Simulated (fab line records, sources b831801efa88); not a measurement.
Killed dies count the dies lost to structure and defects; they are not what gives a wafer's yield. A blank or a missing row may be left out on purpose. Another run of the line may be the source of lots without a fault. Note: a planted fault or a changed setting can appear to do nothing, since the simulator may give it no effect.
fab line records | flow sky130
record: lots: 24 wafers: 72 lastDay: 50
route steps=708 shown VIA2@509 CAPM@550 METAL3@563 METAL4@629
lots that met no fault: from a run of the same line without faults
startH: hours from the record's opening day to when the first of the lot's shown wafers began | waitH: hours from the lot's prior step to this one | " repeats the value in the row above | L1.1+2: several wafers, shown together as one row | - no value, or no start was given | * or withheld: withheld | < > ~ a bound
route shown NAME@n: NAME is a module with steps in the file, n the number in the route of the first one | usual: mean/standard deviation taken from wafers without a fault | same: alike in all rows | chamber/n: place in a boat | sites: per-site readings | _std_site: the standard deviation of these | _edge_site: the outer-site mean with the inner-site mean subtracted | radiusMm: how far each site lies from the wafer's centre | mask NAME#n: copy n | behind: the most recent tool/chamber to have shaped the wafer | hold: why the lot was held/for how many hours/how that ended | device: the n, p or np transistor that did not switch | end of line: tests of these same wafers at the route's end | for a step that has no rows: nothing shown but its recipe | killed: dies that structure and defects cost at the first sort, which is not the same as the wafer's yield | map: shows each die of a wafer: x if killed, . if not, _ if none is there
set.NAME: the setting that was run; set.NAME@STEP: the one run at that earlier step | model.NAME: the simulator's own value behind a step, which no gauge read
steps of the route over a sample of lots; a table a step, a row a wafer
services: from which hour (startH, from the record's first day; less than 0 if before it) a tool's chamber was out of use, for how many hours, and why
== steps ==
step: SKY_VIA2_CMP_02
recipe: material: SiO2 downForcePsi: 4 platenRpm: 60 padVelocityMS: 0.94248
usual: headPressurePsi: 4.001/0.0083 motorCurrentA: 12.5/1.1
columns lot.wafer tool chamber startH waitH headPressurePsi motorCurrentA
L075.1 cmp-01 2 819.67 0.1 3.995 11.8
L075.5 " 0 " " 4.000 13.8
L075.6 " 1 " " 4.000 14.0
L074.1 cmp-01 2 820.08 0.2 4.001 11.9
L074.6 " 3 " " 4.002 12.4
L074.5 " 0 " " 4.001 12.6
L076.3 cmp-01 1 829.53 0.9 3.979 14.2
L076.4 " 2 " " 3.997 13.1
L076.5 " 1 " " 4.000 14.4
L077.3 cmp-02 2 833.49 0.0 4.015 12.6
L077.4 " 1 " " 3.993 10.7
L077.6 " 3 " " 3.996 13.6
L078.2 cmp-02 1 838.92 0.0 4.008 10.6
L078.3 " 2 " " 4.016 11.7
L078.1 " 3 " " 4.005 14.1
L079.1 cmp-02 1 851.00 0.3 4.007 10.9
L079.2 " 0 " " 4.000 11.9
L079.5 " 2 " " 4.008 12.5
L080.4 cmp-01 1 858.03 0.0 3.994 13.8
L080.3 " 2 " " 3.986 12.0
L080.5 " 2 " " 4.003 12.8
L081.1 cmp-02 1 880.74 0.4 3.990 10.8
L081.3 " 3 " " 3.987 12.7
L081.6 " 0 " " 4.005 11.9
L082.2 cmp-02 2 886.53 0.1 3.994 12.4
L082.3 " 0 " " 3.999 11.3
L082.6 " 2 " " 4.000 12.4
L083.2 cmp-02 3 886.93 0.1 4.007 13.6
L083.4 " 0 " " 4.004 12.0
L083.6 " 1 " " 4.021 10.2
L084.4 cmp-02 0 895.84 0.1 4.003 11.4
L084.1 " 1 " " 4.003 11.7
L084.6 " 3 " " 3.987 13.1
L085.3 cmp-01 2 899.54 0.1 4.002 12.7
L085.6 " 1 " " 4.004 13.7
L085.5 " 2 " " 4.001 12.2
L087.2 cmp-02 2 925.23 0.1 4.008 12.5
L087.6 " 1 " " 4.010 11.1
L087.5 " 2 " " 3.999 12.3
L086.3 cmp-02 1 926.84 0.2 4.009 10.8
L086.1 " 0 " " 4.007 12.2
L086.5 " 2 " " 3.995 12.5
L088.2 cmp-02 2 930.01 0.1 4.004 12.7
L088.3 " 0 " " 3.995 12.2
L088.6 " 1 " " 4.007 11.2
L089.2 cmp-02 3 939.84 0.1 4.001 14.7
L089.5 " 2 " " 4.006 12.4
L089.6 " 3 " " 3.990 13.1
L092.2 cmp-02 1 942.54 0.0 3.997 11.2
L092.4 " 2 " " 4.003 12.5
L092.5 " 2 " " 3.999 12.1
L090.3 cmp-02 3 944.44 0.1 4.001 14.2
L090.2 " 1 " " 4.014 11.6
L090.5 " 0 " " 4.010 11.8
L091.2 cmp-02 1 947.03 0.0 3.986 10.9
L091.4 " 3 " " 4.005 13.5
L091.5 " 2 " " 4.011 12.1
L093.1 cmp-02 1 951.08 0.1 4.010 11.2
L093.4 " 2 " " 3.992 13.0
L093.2 " 3 " " 3.993 14.0
L094.2 cmp-02 3 956.66 0.0 3.996 14.5
L094.1 " 1 " " 4.002 11.1
L094.6 " 0 " " 4.004 11.8
L095.2 cmp-01 3 965.25 0.0 4.004 13.0
L095.3 " 0 " " 4.007 13.1
L095.1 " 2 " " 3.991 12.9
L096.1 cmp-01 1 974.70 0.1 3.989 13.9
L096.2 " 3 " " 4.017 13.0
L096.5 " 1 " " 4.001 14.7
L097.1 cmp-01 0 980.30 0.3 4.005 12.8
L097.5 " 1 " " 3.997 14.7
L097.6 " 2 " " 4.007 11.8
step: SKY_VIA2_ETCH_15
recipe: target: SiO2 chemistry: C4F8/O2/Ar targetDepthNm: 546 stopOn: TiN maskMaterial: KrF-thick sourceW: 1500 biasW: 1200 pressureMtorr: 40 c4f8FlowSccm: withheld O2_flow_sccm: 6 Ar_flow_sccm: 300 timeS: 84
usual: chamberPressureMTorr: 39.99/0.04 oesProductAu: 0.939/0.0043
columns lot.wafer tool chamber startH waitH chamberPressureMTorr oesProductAu rfHoursCounterH
L075.1 rieDiel-03 3 846.11 0.0 40.00 0.939 30
L075.5 " 2 " " 40.03 0.942 -
L075.6 " 3 " " 40.00 0.932 -
L074.1 rieDiel-04 0 846.83 0.0 39.98 0.938 13
L074.5 " 0 " " 39.91 0.942 -
L074.6 " 3 " " 39.99 0.940 -
L076.3 rieDiel-03 2 856.06 0.0 39.95 0.932 18
L076.4 " 3 " " 39.92 0.937 31
L076.5 " 2 " " 39.98 0.942 -
L077.3 rieDiel-03 0 860.31 0.0 39.96 0.935 11
L077.4 " 0 " " 40.04 0.939 -
L077.6 " 2 " " 39.99 0.934 -
L078.1 rieDiel-02 1 865.78 0.0 39.93 0.938 14
L078.2 " 3 " " 40.05 0.934 12
L078.3 " 2 " " 39.99 0.940 3
L079.1 rieDiel-02 3 877.83 0.0 40.00 0.942 12
L079.2 " 0 " " 39.93 0.944 16
L079.5 " 0 " " 39.98 0.939 -
L080.3 rieDiel-02 3 884.96 0.0 39.95 0.941 12
L080.4 " 1 " " 39.97 0.941 14
L080.5 " 1 " " 39.99 0.943 -
L081.1 rieDiel-04 2 906.66 0.0 39.94 0.943 10
L081.3 " 3 " " 40.00 0.939 2
L081.6 " 3 " " 39.99 0.945 -
L082.2 rieDiel-03 2 911.46 0.0 40.02 0.950 20
L082.3 " 0 " " 39.95 0.941 13
L082.6 " 3 " " 40.05 0.944 -
L083.2 rieDiel-04 1 911.86 0.0 39.99 0.950 2
L083.4 " 0 " " 40.03 0.947 15
L083.6 " 2 " " 39.90 0.940 -
L084.1 rieDiel-04 2 921.18 0.0 40.01 0.937 10
L084.4 " 1 " " 39.99 0.938 3
L084.6 " 1 " " 40.04 0.943 -
L085.3 rieDiel-03 2 924.23 0.0 40.05 0.938 21
L085.5 " 2 " " 39.99 0.942 -
L085.6 " 3 " " 40.00 0.939 -
L087.2 rieDiel-02 3 950.21 0.0 39.93 0.936 14
L087.5 " 0 " " 39.95 0.932 -
L087.6 " 1 " " 39.94 0.939 -
L086.1 rieDiel-04 0 952.08 0.0 40.04 0.933 16
L086.3 " 1 " " 39.98 0.937 3
L086.5 " 3 " " 40.07 0.938 -
L088.2 rieDiel-04 1 954.48 0.0 39.99 0.936 3
L088.3 " 3 " " 40.01 0.940 4
L088.6 " 2 " " 39.96 0.940 -
L089.2 rieDiel-03 0 964.51 0.0 39.93 0.938 15
L089.5 " 0 " " 39.98 0.948 -
L089.6 " 3 " " 40.06 0.947 -
L092.2 rieDiel-02 2 966.96 0.0 40.10 0.936 6
L092.4 " 3 " " 40.01 0.936 14
L092.5 " 3 " " 39.95 0.939 -
L090.2 rieDiel-03 2 969.18 0.0 40.00 0.935 23
L090.3 " 1 " " 40.02 0.937 14
L090.5 " 2 " " 39.92 0.938 -
L091.2 rieDiel-02 0 971.01 0.0 40.05 0.929 18
L091.4 " 3 " " 40.04 0.931 14
L091.5 " 0 " " 40.04 0.934 -
L093.1 rieDiel-03 3 974.53 0.0 39.99 0.937 3
L093.2 " 2 " " 40.00 0.940 23
L093.4 " 2 " " 40.01 0.943 -
L094.1 rieDiel-04 1 980.66 0.0 39.99 0.939 4
L094.2 " 0 " " 39.98 0.944 17
L094.6 " 0 " " 40.00 0.933 -
L095.1 rieDiel-03 1 988.61 0.0 39.97 0.939 14
L095.2 " 3 " " 39.99 0.937 4
L095.3 " 2 " " 40.01 0.941 23
L096.1 rieDiel-02 0 997.56 0.0 40.02 0.947 19
L096.2 " 3 " " 40.02 0.937 15
L096.5 " 0 " " 39.98 0.945 -
L097.1 rieDiel-04 0 1004.03 0.0 40.00 0.935 17
L097.5 " 3 " " 40.02 0.933 -
L097.6 " 2 " " 40.01 0.935 -
step: SKY_CAPM_METAL_ETCH_13
recipe: targetDepthNm: 220 stopOn: SiO2 chemistry: Cl2/BCl3 target: TiN pressureMtorr: 10 icpW: 900 biasW: 48.5 Cl2_flow_sccm: 60 bcl3FlowSccm: 30 timeS: 62.9
usual: chamberPressureMTorr: 10.000/0.0085 drypumpMotorCurrentA: 5.9/0.41 oesProductAu: 0.941/0.0076 throttleValvePct: 21.902/0.009
columns lot.wafer tool chamber startH waitH chamberPressureMTorr drypumpMotorCurrentA oesProductAu rfHoursCounterH throttleValvePct
L075.1 rieMetal-02 1 873.35 0.0 9.998 6.4 0.948 18 21.908
L075.5 " 1 " " 10.005 6.4 0.938 - 21.912
L075.6 " 0 " " 10.000 6.3 0.931 - 21.907
L074.1 rieMetal-01 1 874.36 0.0 10.006 5.6 0.948 15 21.898
L074.5 " 0 " " 9.998 5.8 0.948 - 21.915
L074.6 " 1 " " 10.006 5.6 0.945 - 21.916
L076.3 rieMetal-02 1 882.98 0.0 10.003 6.4 0.947 - 21.903
L076.4 " 0 " " 9.987 6.3 0.937 - 21.897
L076.5 " 1 " " 9.992 6.4 0.939 - 21.896
L077.3 rieMetal-01 1 888.47 0.0 9.991 5.6 0.937 - 21.900
L077.4 " 0 " " 9.997 5.8 0.939 - 21.895
L077.6 " 0 " " 9.992 5.8 0.944 - 21.907
L078.1 rieMetal-02 0 893.46 0.0 9.981 6.3 0.948 1 21.892
L078.2 " 1 " " 9.999 6.4 0.940 19 21.902
L078.3 " 0 " " 9.998 6.3 0.942 - 21.910
L079.1 rieMetal-02 0 904.71 0.0 9.997 6.4 0.937 2 21.904
L079.2 " 1 " " 10.000 6.4 0.936 20 21.904
L079.5 " 1 " " 9.986 6.5 0.953 - 21.915
L080.3 rieMetal-02 0 910.98 0.0 9.999 6.3 0.938 - 21.908
L080.4 " 1 " " 10.004 6.4 0.934 - 21.907
L080.5 " 0 " " 9.993 6.3 0.951 - 21.902
L081.1 rieMetal-01 0 933.31 0.0 9.995 5.8 0.940 16 21.908
L081.3 " 0 " " 9.987 5.8 0.936 - 21.905
L081.6 " 0 " " 10.008 5.8 0.946 - 21.898
L082.2 rieMetal-02 0 937.33 0.0 10.008 6.3 0.925 - 21.907
L082.3 " 0 " " 9.994 6.3 0.931 - 21.906
L082.6 " 0 " " 10.003 6.4 0.939 - 21.913
L083.2 rieMetal-01 0 938.07 0.0 10.007 5.8 0.929 - 21.923
L083.4 " 0 " " 9.998 5.8 0.933 - 21.892
L083.6 " 0 " " 9.980 5.8 0.932 - 21.893
L084.1 rieMetal-01 1 947.76 0.0 9.994 5.6 0.934 0 21.909
L084.4 " 1 " " 10.008 5.6 0.946 - 21.920
L084.6 " 0 " " 10.009 5.7 0.926 - 21.896
L085.3 rieMetal-04 0 950.43 0.0 9.987 5.3 0.942 - 21.903
L085.5 " 0 " " 9.991 5.3 0.940 - 21.894
L085.6 " 1 " " 10.003 6.0 0.939 - 21.902
L087.2 rieMetal-04 0 975.01 0.0 10.008 5.3 0.958 8 21.884
L087.5 " 1 " " 9.986 6.0 0.942 - 21.888
L087.6 " 0 " " 10.013 5.3 0.946 - 21.889
L086.1 rieMetal-04 0 977.60 0.0 10.007 5.2 0.947 9 21.901
L086.3 " 0 " " 10.002 5.3 0.934 - 21.905
L086.5 " 1 " " 10.000 6.0 0.943 - 21.902
L088.2 rieMetal-01 1 979.41 0.0 9.982 5.6 0.945 2 21.907
L088.3 " 1 " " 9.996 5.6 0.942 - 21.888
L088.6 " 1 " " 9.998 5.6 0.943 - 21.906
L089.2 rieMetal-04 1 989.65 0.0 9.997 6.0 0.926 7 21.926
L089.5 " 0 " " 10.011 5.3 0.931 - 21.902
L089.6 " 1 " " 9.996 6.0 0.940 - 21.899
L092.2 rieMetal-04 0 992.25 0.0 10.010 5.3 0.946 9 21.879
L092.4 " 1 " " 9.998 6.0 0.942 - 21.895
L092.5 " 0 " " 9.995 5.3 0.941 - 21.894
L090.2 rieMetal-02 1 993.85 0.0 10.013 6.4 0.945 1 21.909
L090.3 " 1 " " 9.995 6.4 0.947 - 21.904
L090.5 " 1 " " 10.009 6.4 0.938 - 21.899
L091.2 rieMetal-04 1 996.06 0.0 9.997 6.0 0.946 7 21.887
L091.4 " 0 " " 10.011 5.3 0.946 - 21.898
L091.5 " 0 " " 9.998 5.3 0.944 - 21.914
L093.1 rieMetal-02 0 999.01 0.0 10.006 6.3 0.957 10 21.887
L093.2 " 1 " " 10.004 6.5 0.938 2 21.897
L093.4 " 1 " " 10.002 6.4 0.946 - 21.893
L094.1 rieMetal-01 1 1005.15 0.0 9.989 5.6 0.929 4 21.896
L094.2 " 0 " " 10.002 5.8 0.931 21 21.916
L094.6 " 0 " " 10.006 5.7 0.944 - 21.900
L095.1 rieMetal-04 1 1012.66 0.0 10.002 6.0 0.953 8 21.902
L095.2 " 0 " " 10.000 5.3 0.947 10 21.901
L095.3 " 0 " " 10.002 5.3 0.947 - 21.885
L096.1 rieMetal-02 0 1021.45 0.0 9.999 6.3 0.939 11 21.916
L096.2 " 1 " " 9.993 6.4 0.941 3 21.900
L096.5 " 0 " " 9.998 6.4 0.959 - 21.904
L097.1 rieMetal-04 1 1029.27 0.0 9.996 6.1 0.939 9 21.887
L097.5 " 1 " " 9.991 6.0 0.940 - 21.921
L097.6 " 0 " " 9.993 5.3 0.943 - 21.915
step: SKY_METAL3_CD_MEAS_13
recipe: targetCdNm: 300
usual: cdNm: 299.3/1.4
columns lot.wafer tool chamber startH waitH cdNm
L075.1 cdSem-01 - 899.27 - 298.3
L075.5 " - " " 300.6
L075.6 " - " " 298.4
L074.1 cdSem-01 - 900.72 - 297.3
L074.5 " - " " 296.5
L074.6 " - " " 297.4
L076.3 cdSem-01 - 908.86 - 299.9
L076.4 " - " " 299.5
L076.5 " - " " 299.9
L077.3 cdSem-01 - 912.85 - 299.4
L077.4 " - " " 298.9
L077.6 " - " " 299.4
L078.1 cdSem-01 - 918.58 - 299.3
L078.2 " - " " 298.2
L078.3 " - " " 298.2
L079.1 cdSem-01 - 929.51 - 300.2
L079.2 " - " " 300.2
L079.5 " - " " 300.0
L080.3 cdSem-01 - 936.21 - 301.1
L080.4 " - " " 300.4
L080.5 " - " " 302.1
L081.1 cdSem-02 - 958.77 - 296.6
L081.3 " - " " 297.5
L081.6 " - " " 296.5
L082.2 cdSem-02 - 961.88 - 299.1
L082.3 " - " " 300.0
L082.6 " - " " 300.7
L083.2 cdSem-02 - 963.04 - 299.5
L083.4 " - " " 301.8
L083.6 " - " " 300.3
L084.1 cdSem-02 - 972.66 - 298.3
L084.4 " - " " 297.1
L084.6 " - " " 297.5
L085.3 cdSem-02 - 974.32 - 298.7
L085.5 " - " " 300.3
L085.6 " - " " 297.4
L087.2 cdSem-01 - 998.60 - 301.7
L087.5 " - " " 300.7
L087.6 " - " " 300.3
L086.1 cdSem-01 - 1000.22 - 299.7
L086.3 " - " " 299.2
L086.5 " - " " 299.8
L088.2 cdSem-02 - 1002.14 - 298.2
L088.3 " - " " 298.3
L088.6 " - " " 299.2
L089.2 cdSem-02 - 1012.99 - 298.8
L089.5 " - " " 298.6
L089.6 " - " " 298.6
L092.2 cdSem-02 - 1015.65 - 297.6
L092.4 " - " " 298.2
L092.5 " - " " 297.0
L090.2 cdSem-02 - 1017.28 - 300.1
L090.3 " - " " 299.6
L090.5 " - " " 298.4
L091.2 cdSem-02 - 1019.44 - 298.6
L091.4 " - " " 299.0
L091.5 " - " " 298.9
L093.1 cdSem-01 - 1021.87 - 299.9
L093.2 " - " " 302.0
L093.4 " - " " 301.1
L094.1 cdSem-01 - 1028.22 - 300.9
L094.2 " - " " 298.4
L094.6 " - " " 299.4
L095.1 cdSem-01 - 1036.38 - 299.8
L095.2 " - " " 300.0
L095.3 " - " " 298.1
L096.1 cdSem-01 - 1044.17 - 297.8
L096.2 " - " " 299.5
L096.5 " - " " 300.5
L097.1 cdSem-01 - 1052.42 - 300.7
L097.5 " - " " 301.9
L097.6 " - " " 300.7
step: SKY_METAL4_CD_MEAS_13
recipe: targetCdNm: 300
usual: cdNm: 299.7/1.8
columns lot.wafer tool chamber startH waitH cdNm
L075.1 cdSem-02 - 975.46 - 300.3
L075.5 " - " " 298.8
L075.6 " - " " 298.2
L074.1 cdSem-01 - 977.92 - 299.8
L074.5 " - " " 299.7
L074.6 " - " " 298.4
L076.3 cdSem-02 - 985.00 - 299.6
L076.4 " - " " 299.3
L076.5 " - " " 299.4
L077.3 cdSem-02 - 988.71 - 300.2
L077.4 " - " " 300.8
L077.6 " - " " 300.1
L078.1 cdSem-02 - 995.22 - 302.1
L078.2 " - " " 301.4
L078.3 " - " " 301.2
L079.1 cdSem-02 - 1004.72 - 297.9
L079.2 " - " " 297.6
L079.5 " - " " 297.4
L080.3 cdSem-02 - 1009.86 - 299.5
L080.4 " - " " 298.8
L080.5 " - " " 299.0
L081.1 cdSem-01 - 1032.76 - 298.2
L081.3 " - " " 298.7
L081.6 " - " " 298.1
L082.2 cdSem-01 - 1034.59 - 299.9
L082.3 " - " " 300.0
L082.6 " - " " 299.9
L083.2 cdSem-01 - 1036.04 - 296.7
L083.4 " - " " 298.7
L083.6 " - " " 296.5
L084.1 cdSem-02 - 1045.12 - 301.2
L084.4 " - " " 300.9
L084.6 " - " " 299.6
L085.3 cdSem-01 - 1047.70 - 299.3
L085.5 " - " " 299.1
L085.6 " - " " 299.2
L087.2 cdSem-01 - 1069.93 - 299.2
L087.5 " - " " 297.9
L087.6 " - " " 299.5
L086.1 cdSem-02 - 1071.36 - 294.7
L086.3 " - " " 295.5
L086.5 " - " " 294.2
L088.2 cdSem-01 - 1072.54 - 301.4
L088.3 " - " " 301.9
L088.6 " - " " 299.3
L089.2 cdSem-01 - 1083.54 - 298.7
L089.5 " - " " 300.5
L089.6 " - " " 299.2
L092.2 cdSem-01 - 1085.24 - 300.0
L092.4 " - " " 300.8
L092.5 " - " " 299.3
L090.2 cdSem-01 - 1087.04 - 301.1
L090.3 " - " " 300.1
L090.5 " - " " 300.3
L091.2 cdSem-01 - 1088.89 - 300.4
L091.4 " - " " 301.1
L091.5 " - " " 301.7
L093.1 cdSem-01 - 1090.67 - 300.8
L093.2 " - " " 299.7
L093.4 " - " " 300.8
L094.1 cdSem-02 - 1095.17 - 303.9
L094.2 " - " " 304.8
L094.6 " - " " 304.1
L095.1 cdSem-02 - 1103.52 - 299.6
L095.2 " - " " 300.3
L095.3 " - " " 298.7
L096.1 cdSem-01 - 1110.92 - 301.0
L096.2 " - " " 301.0
L096.5 " - " " 302.4
L097.1 cdSem-01 - 1116.62 - 299.5
L097.5 " - " " 299.0
L097.6 " - " " 298.5
step: SKY_METAL4_METAL_ETCH_18
recipe: targetDepthA: 8450 stopOn: SiO2 overEtchFrac: 0.3 timeS: 183.1 chemistry: Cl2/BCl3 resistSidewallDeg: 88 pressureMtorr: 10 icpW: 900 biasW: 48.5 Cl2_flow_sccm: 60 bcl3FlowSccm: 30
usual: chamberPressureMTorr: 10.000/0.0092 drypumpMotorCurrentA: 5.9/0.34 oesProductAu: 0.868/0.0063 throttleValvePct: 22.264/0.0088
columns lot.wafer tool chamber startH waitH chamberPressureMTorr drypumpMotorCurrentA oesProductAu rfHoursCounterH throttleValvePct
L075.1 rieMetal-03 0 975.77 0.0 9.998 5.7 0.868 1 22.266
L075.5 " 1 " " 9.992 5.6 0.884 - 22.257
L075.6 " 0 " " 9.997 5.7 0.875 - 22.263
L074.1 rieMetal-03 0 978.22 0.0 10.006 5.7 0.854 2 22.276
L074.5 " 0 " " 10.001 5.7 0.863 - 22.272
L074.6 " 1 " " 10.006 5.6 0.850 - 22.280
L076.3 rieMetal-02 0 985.39 0.1 10.017 6.4 0.864 - 22.267
L076.4 " 0 " " 9.993 6.4 0.863 - 22.273
L076.5 " 0 " " 9.986 6.3 0.873 - 22.270
L077.3 rieMetal-03 1 989.04 0.1 9.999 5.6 0.863 - 22.261
L077.4 " 0 " " 10.007 5.6 0.874 - 22.259
L077.6 " 1 " " 10.001 5.6 0.874 - 22.272
L078.1 rieMetal-03 1 995.52 0.0 10.001 5.6 0.867 14 22.281
L078.2 " 0 " " 9.999 5.7 0.871 3 22.267
L078.3 " 0 " " 9.995 5.7 0.865 - 22.275
L079.1 rieMetal-03 1 1005.03 0.0 9.985 5.6 0.874 14 22.259
L079.2 " 0 " " 10.009 5.7 0.866 3 22.257
L079.5 " 1 " " 10.011 5.6 0.876 - 22.254
L080.3 rieMetal-01 1 1010.19 0.1 9.998 5.6 0.864 - 22.256
L080.4 " 0 " " 9.977 5.7 0.862 - 22.253
L080.5 " 0 " " 9.985 5.7 0.866 - 22.266
L081.1 rieMetal-02 1 1033.07 0.0 10.009 6.4 0.862 4 22.254
L081.3 " 0 " " 10.005 6.4 0.868 - 22.251
L081.6 " 0 " " 9.993 6.4 0.866 - 22.269
L082.2 rieMetal-01 1 1034.87 0.0 10.022 5.6 0.856 6 22.254
L082.3 " 0 " " 9.994 5.7 0.862 - 22.270
L082.6 " 0 " " 10.017 5.8 0.854 - 22.271
L083.2 rieMetal-01 0 1036.36 0.0 9.997 5.8 0.866 1 22.256
L083.4 " 0 " " 10.009 5.7 0.866 - 22.265
L083.6 " 0 " " 9.990 5.8 0.874 - 22.257
L084.1 rieMetal-02 1 1045.42 0.0 10.005 6.4 0.868 5 22.250
L084.4 " 0 " " 9.995 6.4 0.865 - 22.272
L084.6 " 0 " " 10.009 6.4 0.862 - 22.256
L085.3 rieMetal-02 1 1048.03 0.1 10.005 6.4 0.867 - 22.260
L085.5 " 1 " " 9.995 6.4 0.867 - 22.275
L085.6 " 0 " " 10.003 6.4 0.870 - 22.269
L087.2 rieMetal-03 1 1070.22 0.0 10.002 5.6 0.871 18 22.262
L087.5 " 0 " " 10.005 5.7 0.865 - 22.253
L087.6 " 1 " " 10.014 5.6 0.873 - 22.272
L086.1 rieMetal-02 0 1071.67 0.0 9.992 6.4 0.865 14 22.265
L086.3 " 1 " " 10.003 6.4 0.870 - 22.284
L086.5 " 1 " " 9.999 6.4 0.865 - 22.271
L088.2 rieMetal-03 0 1072.82 0.0 10.009 5.7 0.868 7 22.276
L088.3 " 1 " " 9.994 5.6 0.870 - 22.274
L088.6 " 0 " " 9.993 5.7 0.869 - 22.254
L089.2 rieMetal-03 0 1083.96 0.0 9.983 5.7 0.871 8 22.276
L089.5 " 0 " " 9.993 5.7 0.863 - 22.251
L089.6 " 1 " " 10.002 5.6 0.877 - 22.266
L092.2 rieMetal-02 0 1085.65 0.0 9.995 6.4 0.871 16 22.266
L092.4 " 0 " " 10.000 6.3 0.868 - 22.253
L092.5 " 1 " " 9.997 6.4 0.865 - 22.267
L090.2 rieMetal-03 0 1087.45 0.0 9.990 5.6 0.868 8 22.262
L090.3 " 0 " " 10.009 5.7 0.859 - 22.248
L090.5 " 0 " " 9.993 5.7 0.872 - 22.255
L091.2 rieMetal-03 1 1089.39 0.0 9.997 5.6 0.871 19 22.268
L091.4 " 1 " " 9.987 5.6 0.875 - 22.257
L091.5 " 1 " " 10.001 5.6 0.867 - 22.266
L093.1 rieMetal-02 0 1091.19 0.0 10.002 6.3 0.865 16 22.256
L093.2 " 1 " " 10.006 6.4 0.865 8 22.261
L093.4 " 0 " " 9.998 6.3 0.859 - 22.268
L094.1 rieMetal-01 1 1095.47 0.0 10.003 5.6 0.873 10 22.272
L094.2 " 1 " " 9.998 5.6 0.867 - 22.275
L094.6 " 1 " " 9.987 5.6 0.880 - 22.262
L095.1 rieMetal-01 1 1103.82 0.0 10.015 5.6 0.868 11 22.274
L095.2 " 1 " " 10.001 5.6 0.859 - 22.246
L095.3 " 1 " " 9.988 5.6 0.869 - 22.258
L096.1 rieMetal-03 0 1111.22 0.0 10.006 5.6 0.859 10 22.266
L096.2 " 1 " " 10.004 5.6 0.864 21 22.276
L096.5 " 0 " " 10.004 5.6 0.862 - 22.252
L097.1 rieMetal-03 1 1116.93 0.0 9.999 5.6 0.869 22 22.273
L097.5 " 1 " " 10.000 5.6 0.869 - 22.260
L097.6 " 0 " " 9.999 5.6 0.871 - 22.264
== services ==
columns tool chamber startH hours kind
rieDiel-03 0 796.85 12.1 repair
cmp-01 - 798.95 2.8 repair
rieDiel-04 1 809.34 2.4 repair
cmp-01 - 817.59 0.5 repair
cmp-02 - 826.05 4.9 pm
cmp-01 - 826.78 2.1 repair
rieDiel-04 - 830.93 2.8 pm
rieDiel-04 0 848.70 8.2 repair
cmp-01 - 849.26 2.6 repair
cmp-02 - 856.58 4.0 pm
cmp-02 - 864.50 1.4 repair
rieDiel-03 2 880.33 10.3 repair
rieDiel-03 - 891.74 1.2 repair
rieMetal-02 - 892.69 0.2 repair
rieMetal-02 - 902.49 0.6 repair
cmp-02 - 912.00 4.0 pm
rieDiel-03 0 967.95 10.4 repair
rieMetal-02 1 968.94 18.1 repair
rieDiel-03 1 971.55 3.3 repair
cmp-02 - 975.51 3.1 repair
rieDiel-03 - 979.48 4.3 pm
rieMetal-01 - 1039.36 0.6 repair
rieMetal-01 0 1083.38 21.9 repair
rieDiel-03 2 1090.04 1.8 repair
== key ==
fault none
